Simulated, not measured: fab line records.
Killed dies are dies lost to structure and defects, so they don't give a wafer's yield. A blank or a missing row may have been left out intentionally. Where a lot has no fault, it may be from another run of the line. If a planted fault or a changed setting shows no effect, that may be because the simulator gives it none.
Which tool did it? / flow sky130 / Sampling: 14 lots, 42 wafers, 2 of 708 route steps

WHAT THE GAUGES SHOWED, per wafer
SKY_METAL4_OVL_MEAS_14. Usual: METAL4_OVL -2 nm, standard deviation 5.3.
lot=L476; measured=day 41 14:44; on=overlay-01; METAL4_OVL (nm)=-6 -12 -13; flag=
lot=L477; measured=day 41 18:18; on=overlay-01; METAL4_OVL (nm)=2 -2 2; flag=
lot=L479; measured=day 42 13:52; on=overlay-01; METAL4_OVL (nm)=-7 2 -4; flag=
lot=L480; measured=day 43 04:32; on=overlay-02; METAL4_OVL (nm)=1 -5 -4; flag=
lot=L482; measured=day 43 18:14; on=overlay-01; METAL4_OVL (nm)=0 2 1; flag=
lot=L484; measured=day 44 02:09; on=overlay-02; METAL4_OVL (nm)=6 7 -2; flag=
lot=L483; measured=day 44 03:19; on=overlay-01; METAL4_OVL (nm)=-7 -11 -5; flag=
lot=L486; measured=day 44 09:47; on=overlay-01; METAL4_OVL (nm)=-2 -7 -3; flag=
lot=L485; measured=day 44 10:09; on=overlay-01; METAL4_OVL (nm)=9 11 7; flag=
lot=L488; measured=day 45 01:30; on=overlay-01; METAL4_OVL (nm)=-9 -2 -2; flag=
lot=L495; measured=day 46 19:47; on=overlay-01; METAL4_OVL (nm)=-7 -2 -9; flag=
lot=L496; measured=day 47 02:57; on=overlay-02; METAL4_OVL (nm)=3 7 7; flag=
lot=L498; measured=day 47 19:26; on=overlay-01; METAL4_OVL (nm)=0 1 -7; flag=
lot=L499; measured=day 48 00:02; on=overlay-01; METAL4_OVL (nm)=-7 -7 -5; flag=

SKY_VIA4_RS_MEAS_19: measurement is done with a four-point probe. Usual: VIA4_W_RS 0.2275 ohm/sq, standard deviation 0.0024.
lot=L476; measured=day 42 16:17; on=filmMetro-03; VIA4_W_RS (ohm/sq)=0.2248 0.2245 0.2271; flag=
lot=L477; measured=day 42 19:42; on=filmMetro-02; VIA4_W_RS (ohm/sq)=0.2297 0.2316 0.2336; flag=
lot=L479; measured=day 43 14:09; on=filmMetro-04; VIA4_W_RS (ohm/sq)=0.2247 0.2265 0.2258; flag=
lot=L480; measured=day 44 05:10; on=filmMetro-04; VIA4_W_RS (ohm/sq)=0.2228 0.2279 0.2279; flag=
lot=L482; measured=day 44 19:17; on=filmMetro-04; VIA4_W_RS (ohm/sq)=0.2275 0.2281 0.2292; flag=
lot=L484; measured=day 45 02:42; on=filmMetro-04; VIA4_W_RS (ohm/sq)=0.2257 0.2276 0.2274; flag=
lot=L483; measured=day 45 03:08; on=filmMetro-04; VIA4_W_RS (ohm/sq)=0.2292 0.2257 0.2271; flag=
lot=L486; measured=day 45 09:44; on=filmMetro-03; VIA4_W_RS (ohm/sq)=0.2295 0.2294 0.2281; flag=
lot=L485; measured=day 45 10:17; on=filmMetro-02; VIA4_W_RS (ohm/sq)=0.2301 0.2291 0.2282; flag=
lot=L488; measured=day 46 00:59; on=filmMetro-02; VIA4_W_RS (ohm/sq)=0.2280 0.2298 0.2268; flag=
lot=L495; measured=day 47 18:35; on=filmMetro-03; VIA4_W_RS (ohm/sq)=0.2232 0.2266 0.2273; flag=
lot=L496; measured=day 48 01:04; on=filmMetro-02; VIA4_W_RS (ohm/sq)=0.2328 0.2289 0.2310; flag=
lot=L498; measured=day 48 17:10; on=filmMetro-04; VIA4_W_RS (ohm/sq)=0.2286 0.2228 0.2250; flag=
lot=L499; measured=day 48 20:17; on=filmMetro-03; VIA4_W_RS (ohm/sq)=0.2282 0.2266 0.2281; flag=

EACH LOT AND THE TOOL THAT RAN IT (in order: tool; ch and the chambers of the sampled wafers; start)
The record shows no process step preceding these readings.

WHAT THE TOOLS THEMSELVES READ (means of the sampled wafers that have a number; where no wafer has one, the mark that the record gives instead)
The record holds no such reading with a usual standard deviation.

THE ANSWER, worked out from the rows above alone
Rule: take the mean of a lot's wafers that have a number; if it is more than 3 standard deviations from the usual mean, the lot is off. Also off: a lot with no number at a reading for which 4 or more lots have one. Any other lot the step has rows for is counted as sound. The gauges are gone through in route order, then the tools' own readings, and for those a lot's mean is taken as printed above. The first step at which some lot is off is used, and at that step the reading that is off furthest; a lot without a number counts as furthest.
Nothing can be told from this: no lot is off at any reading shown.

WHAT WAS PUT IN BY THE SIMULATOR
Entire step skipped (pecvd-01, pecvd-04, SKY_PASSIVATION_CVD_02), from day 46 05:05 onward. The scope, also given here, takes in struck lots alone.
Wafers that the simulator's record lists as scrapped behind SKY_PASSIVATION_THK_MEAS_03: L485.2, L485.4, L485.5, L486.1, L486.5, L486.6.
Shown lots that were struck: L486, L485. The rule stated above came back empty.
